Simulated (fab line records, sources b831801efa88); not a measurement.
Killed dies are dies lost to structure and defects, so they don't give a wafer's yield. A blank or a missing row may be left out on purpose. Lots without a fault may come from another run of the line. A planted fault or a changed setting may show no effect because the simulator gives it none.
A struck lot beside a sound one | flow gf180mcu | 14 steps out of a route of 602
Sound: wafers L912.3, L912.4, L912.5. Struck: wafers L914.2, L914.3, L914.5. The cause comes at the end.
At each step with rows: each side's tool, then ch and its chambers, then its first start. Under that, the readings that differ: sound wafers | struck wafers | difference of the means | sigmas: that difference in standard deviations of wafers without a fault.
alike: readings whose means differ by less than 2 such deviations, and words and numbers that are the same on both sides. not compared: withheld readings, readings that some wafer has no value for, bounds like >300 that may hide the same value, and numbers for which the record gives no deviation and whose values overlap.
The two part at a step that has a row with sigmas, a row that says differs or no value, or rows on one side only. Numbers that don't overlap but have no deviation are shown without sigmas and don't part them. A reading that every wafer of one side lacks parts them only if that side has two wafers or more.

GF_CONTACT_CMP_27: polishes, stops on SiO2, t overpolish 15 s, target thk 0 nm.
  sound on cmp-02 ch 0,1,2, day 21 05:38; struck on cmp-01 ch 1,2,3, day 22 00:26
  alike: motor_current_A, overpolish_run_s, time_to_endpoint_s
GF_M1_SPUTTER_00: material Ti, target thk 37.5 nm, time 150 s.
  sound on pvd_sputter-01, day 21 05:53; struck on pvd_sputter-04, day 22 00:44
  alike: chamber_pressure_pa, throttle_valve_pct
GF_M1_SPUTTER_01: material TiN, target thk 30 nm, time 25 s.
  sound on pvd_sputter-01, day 21 05:59; struck on pvd_sputter-04, day 22 00:50
  alike: chamber_pressure_pa, throttle_valve_pct
GF_M1_SPUTTER_02: material AlCu, target thk 450 nm, time 23.9 s.
  sound on pvd_sputter-01, day 21 06:01; struck on pvd_sputter-04, day 22 00:52
  alike: chamber_pressure_pa, throttle_valve_pct
GF_M1_SPUTTER_03: material Ti, target thk 10 nm, time 6.7 s.
  sound on pvd_sputter-01, day 21 06:02; struck on pvd_sputter-04, day 22 00:53
  alike: chamber_pressure_pa, throttle_valve_pct
then, 1 step without rows for these wafers: GF_M1_SPUTTER_04 (material TiN, target thk 50 nm, time 41.7 s).
GF_M1_RS_MEAS_05: measures by four-point-probe.
  sound on film_metro-02, day 21 06:08; struck on film_metro-01, day 22 00:58
  alike: M1_ALCU_RS
GF_M1_THK_MEAS_06: measures by xrf.
  sound on film_metro-02, day 21 06:14; struck on film_metro-01, day 22 01:05
  alike: M1_ALCU_THK
then, 4 steps without rows for these wafers: GF_M1_DEHYDRATE_07 (time 60 s); GF_M1_HMDS_08 (prime time 60 s); GF_M1_COAT_09 (resist thk 1000 nm); GF_M1_SOFTBAKE_10 (time 60 s).
GF_M1_EXPOSE_11: exposes mask Metal1, target cd 230 nm.
  sound on krf_scanner-02 ch 0, day 21 18:08; struck on krf_scanner-02, day 22 12:28
  no value came back on the struck wafers for exposure_dose_mJ_cm2, focus_offset_nm (nm); on the sound wafers exposure_dose_mJ_cm2 reads 28.18 28.25 28.21
  alike: mask
then, 1 step without rows for these wafers: GF_M1_PEB_12 (peb time 90 s).

WHERE THEY PART
Only at GF_M1_EXPOSE_11, within this record.

WHY: what the simulator had put in
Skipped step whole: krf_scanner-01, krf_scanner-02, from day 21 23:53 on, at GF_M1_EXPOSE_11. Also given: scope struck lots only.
